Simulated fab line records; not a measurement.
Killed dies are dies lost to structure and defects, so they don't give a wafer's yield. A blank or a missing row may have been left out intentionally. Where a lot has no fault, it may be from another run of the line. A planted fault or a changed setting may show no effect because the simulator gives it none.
Which tool is to blame? || flow gf180mcu || Sampling: 10 lots, 30 wafers, 4 of 602 route steps

== WHAT THE GAUGES SHOWED, per wafer ==
GF_MVPSD_TW_MEAS_11. Usual: MVPSD_TW typically reads 553, with standard deviation 4.
{"lot": "L457", "measured": "day 4 22:37", "on": "film metro-03", "MVPSD_TW": "550 551 551", "flag": ""}
{"lot": "L460", "measured": "day 5 17:07", "on": "film metro-03", "MVPSD_TW": "550 551 551", "flag": ""}
{"lot": "L461", "measured": "day 6 02:09", "on": "film metro-01", "MVPSD_TW": "554 555 549", "flag": ""}
{"lot": "L463", "measured": "day 6 12:21", "on": "film metro-03", "MVPSD_TW": "553 552 552", "flag": ""}
{"lot": "L464", "measured": "day 6 19:08", "on": "film metro-01", "MVPSD_TW": "553 552 551", "flag": ""}
{"lot": "L469", "measured": "day 7 22:56", "on": "film metro-03", "MVPSD_TW": "568 568 569", "flag": "OFF"}
{"lot": "L472", "measured": "day 8 17:28", "on": "film metro-03", "MVPSD_TW": "569 572 572", "flag": "OFF"}
{"lot": "L475", "measured": "day 9 13:01", "on": "film metro-01", "MVPSD_TW": "551 556 553", "flag": ""}
{"lot": "L476", "measured": "day 9 17:23", "on": "film metro-01", "MVPSD_TW": "551 551 552", "flag": ""}
{"lot": "L479", "measured": "day 10 12:58", "on": "film metro-03", "MVPSD_TW": "551 550 550", "flag": ""}

GF_VT_IMPLANT_RS_MEAS_49: measurement is done with a four-point probe. Usual: MVPSD_RS typically reads 1168.7 ohm/sq, with standard deviation 2.8.
{"lot": "L457", "measured": "day 7 10:03", "on": "film metro-01", "MVPSD_RS (ohm/sq)": "1171.1 1171.3 1167.0", "flag": ""}
{"lot": "L460", "measured": "day 8 07:08", "on": "film metro-01", "MVPSD_RS (ohm/sq)": "1169.0 1170.8 1174.0", "flag": ""}
{"lot": "L461", "measured": "day 8 16:42", "on": "film metro-03", "MVPSD_RS (ohm/sq)": "1168.5 1169.3 1170.5", "flag": ""}
{"lot": "L463", "measured": "day 9 04:22", "on": "film metro-01", "MVPSD_RS (ohm/sq)": "1165.3 1166.3 1169.1", "flag": ""}
{"lot": "L464", "measured": "day 9 13:31", "on": "film metro-01", "MVPSD_RS (ohm/sq)": "1171.1 1168.8 1167.7", "flag": ""}
{"lot": "L469", "measured": "day 10 19:58", "on": "film metro-01", "MVPSD_RS (ohm/sq)": "1063.9 1063.0 1062.2", "flag": "OFF"}
{"lot": "L472", "measured": "day 11 18:24", "on": "film metro-04", "MVPSD_RS (ohm/sq)": "1062.4 1067.2 1062.4", "flag": "OFF"}
{"lot": "L475", "measured": "day 12 15:09", "on": "film metro-03", "MVPSD_RS (ohm/sq)": "1166.8 1166.5 1166.6", "flag": ""}
{"lot": "L476", "measured": "day 12 21:29", "on": "film metro-04", "MVPSD_RS (ohm/sq)": "1166.8 1174.7 1169.9", "flag": ""}
{"lot": "L479", "measured": "day 13 16:10", "on": "film metro-04", "MVPSD_RS (ohm/sq)": "1169.4 1171.6 1169.3", "flag": ""}

== WHICH TOOL RAN EACH LOT (tool, then ch and the chambers of the sampled wafers, then the start) ==
{"lot": "L457", "GF_MVPSD_IMPLANT_09": "implanter-03 ch 0, day 4 22:23", "GF_VT_IMPLANT_STRIP_42": "plasma asher-02 ch 0,1, day 7 09:22"}
{"lot": "L460", "GF_MVPSD_IMPLANT_09": "implanter-04 ch 0, day 5 16:52", "GF_VT_IMPLANT_STRIP_42": "plasma asher-03 ch 0,1, day 8 06:26"}
{"lot": "L461", "GF_MVPSD_IMPLANT_09": "implanter-04 ch 0, day 6 01:56", "GF_VT_IMPLANT_STRIP_42": "plasma asher-02 ch 0,1, day 8 16:01"}
{"lot": "L463", "GF_MVPSD_IMPLANT_09": "implanter-01 ch 0, day 6 12:08", "GF_VT_IMPLANT_STRIP_42": "plasma asher-04 ch 0,1, day 9 03:41"}
{"lot": "L464", "GF_MVPSD_IMPLANT_09": "implanter-03 ch 0, day 6 18:55", "GF_VT_IMPLANT_STRIP_42": "plasma asher-03 ch 0,1, day 9 12:46"}
{"lot": "L469", "GF_MVPSD_IMPLANT_09": "implanter-03 ch 0, day 7 22:43", "GF_VT_IMPLANT_STRIP_42": "plasma asher-04 ch 0,1, day 10 19:14"}
{"lot": "L472", "GF_MVPSD_IMPLANT_09": "implanter-03 ch 0, day 8 17:13", "GF_VT_IMPLANT_STRIP_42": "plasma asher-03 ch 0,1, day 11 17:41"}
{"lot": "L475", "GF_MVPSD_IMPLANT_09": "implanter-04 ch 0, day 9 12:47", "GF_VT_IMPLANT_STRIP_42": "plasma asher-02 ch 0,1, day 12 14:27"}
{"lot": "L476", "GF_MVPSD_IMPLANT_09": "implanter-04 ch 0, day 9 17:10", "GF_VT_IMPLANT_STRIP_42": "plasma asher-04 ch 0,1, day 12 20:49"}
{"lot": "L479", "GF_MVPSD_IMPLANT_09": "implanter-01 ch 0, day 10 12:46", "GF_VT_IMPLANT_STRIP_42": "plasma asher-03 ch 0,1, day 13 15:28"}
- GF_MVPSD_IMPLANT_09
- GF_VT_IMPLANT_STRIP_42: strips in O2/N2.

== WHAT THE TOOLS THEMSELVES READ (means of the sampled wafers that have a number; where no wafer has one, the mark that the record gives instead) ==
GF_MVPSD_IMPLANT_09. Usual: dose ions cm2 5e+12, standard deviation 5.1e+09; faraday current uA 28.3, standard deviation 0.59.
{"lot": "L457", "tool": "implanter-03", "dose ions cm2": 5e+12, "faraday current uA": 28.0, "flag": ""}
{"lot": "L460", "tool": "implanter-04", "dose ions cm2": 5e+12, "faraday current uA": 28.5, "flag": ""}
{"lot": "L461", "tool": "implanter-04", "dose ions cm2": 5e+12, "faraday current uA": 28.3, "flag": ""}
{"lot": "L463", "tool": "implanter-01", "dose ions cm2": 5e+12, "faraday current uA": 28.1, "flag": ""}
{"lot": "L464", "tool": "implanter-03", "dose ions cm2": 5e+12, "faraday current uA": 27.6, "flag": ""}
{"lot": "L469", "tool": "implanter-03", "dose ions cm2": 8e+12, "faraday current uA": 43.8, "flag": "OFF"}
{"lot": "L472", "tool": "implanter-03", "dose ions cm2": 8e+12, "faraday current uA": 44.4, "flag": "OFF"}
{"lot": "L475", "tool": "implanter-04", "dose ions cm2": 5e+12, "faraday current uA": 28.0, "flag": ""}
{"lot": "L476", "tool": "implanter-04", "dose ions cm2": 5e+12, "faraday current uA": 28.7, "flag": ""}
{"lot": "L479", "tool": "implanter-01", "dose ions cm2": 5e+12, "faraday current uA": 28.1, "flag": ""}

GF_VT_IMPLANT_STRIP_42. Usual: chamber pressure mTorr 1500.0 mTorr, standard deviation 1.5; drypump motor current A 5.9 A, standard deviation 0.33; heater power w 347 W, standard deviation 34; n2 flow sccm 299.8 sccm, standard deviation 0.91; oes product au 0.716 a.u., standard deviation 0.0046; strip time to endpoint s 12.61 s, standard deviation 0.036.
{"lot": "L457", "tool": "plasma asher-02", "chamber pressure mTorr (mTorr)": 1499.5, "drypump motor current A (A)": 6.0, "heater power w (W)": 311, "n2 flow sccm (sccm)": 300.2, "oes product au (a.u.)": 0.714, "strip time to endpoint s (s)": 12.56, "flag": ""}
{"lot": "L460", "tool": "plasma asher-03", "chamber pressure mTorr (mTorr)": 1499.1, "drypump motor current A (A)": 5.6, "heater power w (W)": 350, "n2 flow sccm (sccm)": 300.3, "oes product au (a.u.)": 0.715, "strip time to endpoint s (s)": 12.56, "flag": ""}
{"lot": "L461", "tool": "plasma asher-02", "chamber pressure mTorr (mTorr)": 1499.9, "drypump motor current A (A)": 6.0, "heater power w (W)": 317, "n2 flow sccm (sccm)": 299.3, "oes product au (a.u.)": 0.715, "strip time to endpoint s (s)": 12.59, "flag": ""}
{"lot": "L463", "tool": "plasma asher-04", "chamber pressure mTorr (mTorr)": 1499.2, "drypump motor current A (A)": 6.2, "heater power w (W)": 351, "n2 flow sccm (sccm)": 299.8, "oes product au (a.u.)": 0.716, "strip time to endpoint s (s)": 12.59, "flag": ""}
{"lot": "L464", "tool": "plasma asher-03", "chamber pressure mTorr (mTorr)": 1500.0, "drypump motor current A (A)": 5.8, "heater power w (W)": 348, "n2 flow sccm (sccm)": 299.4, "oes product au (a.u.)": 0.715, "strip time to endpoint s (s)": 12.58, "flag": ""}
{"lot": "L469", "tool": "plasma asher-04", "chamber pressure mTorr (mTorr)": 1498.5, "drypump motor current A (A)": 6.2, "heater power w (W)": 380, "n2 flow sccm (sccm)": 299.9, "oes product au (a.u.)": 0.718, "strip time to endpoint s (s)": 12.65, "flag": ""}
{"lot": "L472", "tool": "plasma asher-03", "chamber pressure mTorr (mTorr)": 1500.3, "drypump motor current A (A)": 5.8, "heater power w (W)": 343, "n2 flow sccm (sccm)": 299.6, "oes product au (a.u.)": 0.717, "strip time to endpoint s (s)": 12.64, "flag": ""}
{"lot": "L475", "tool": "plasma asher-02", "chamber pressure mTorr (mTorr)": 1500.7, "drypump motor current A (A)": 6.0, "heater power w (W)": 316, "n2 flow sccm (sccm)": 300.4, "oes product au (a.u.)": 0.714, "strip time to endpoint s (s)": 12.64, "flag": ""}
{"lot": "L476", "tool": "plasma asher-04", "chamber pressure mTorr (mTorr)": 1499.2, "drypump motor current A (A)": 6.2, "heater power w (W)": 379, "n2 flow sccm (sccm)": 298.7, "oes product au (a.u.)": 0.715, "strip time to endpoint s (s)": 12.62, "flag": ""}
{"lot": "L479", "tool": "plasma asher-03", "chamber pressure mTorr (mTorr)": 1500.0, "drypump motor current A (A)": 5.6, "heater power w (W)": 353, "n2 flow sccm (sccm)": 300.3, "oes product au (a.u.)": 0.714, "strip time to endpoint s (s)": 12.58, "flag": ""}

== THE ANSWER, worked out from the rows above alone ==
Rule: a lot counts as off when the mean over its wafers that have a number is more than 3 standard deviations away from the usual mean. Also off: a lot with no number at a reading for which 4 or more lots have one. All remaining lots with rows at the step are treated as sound. Order of review: gauges by route order, followed by the tools' own readings, for which a lot's mean as printed above is used. The first step at which some lot is off is used, and at that step the reading that is off furthest; a lot without a number counts as furthest.
Off: at GF_MVPSD_TW_MEAS_11 (MVPSD_TW), L469, L472.
If a tool, at a process step before that reading, ran all the lots that are off and no sound lot after the first of them, it fits. Not tried: the gauges at GF_MVPSD_TW_MEAS_11; whatever is off there is also off at GF_VT_IMPLANT_RS_MEAS_49, on other tools, and gauge error can't account for it. One fits: implanter-03 at GF_MVPSD_IMPLANT_09. Its last sound lot is L464 (day 6 18:55), its first lot that is off L469 (day 7 22:43): a fault that began between those two fits.
The tool's own readings at GF_MVPSD_IMPLANT_09 bear it out: on the lots that are off they differ by more than 5 times the standard deviation of the sound lots' means. dose ions cm2 reads 8e+12 there against 5e+12 on the sound lots; faraday current uA reads 44.1 there against 28.2 on the sound lots.

== WHAT HAD BEEN PUT IN BY THE SIMULATOR ==
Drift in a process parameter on implanter-03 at GF_MVPSD_IMPLANT_09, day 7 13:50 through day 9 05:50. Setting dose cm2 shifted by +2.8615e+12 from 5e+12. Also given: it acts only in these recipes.
Struck lots among those shown: L469, L472. Same finding as the rule above.
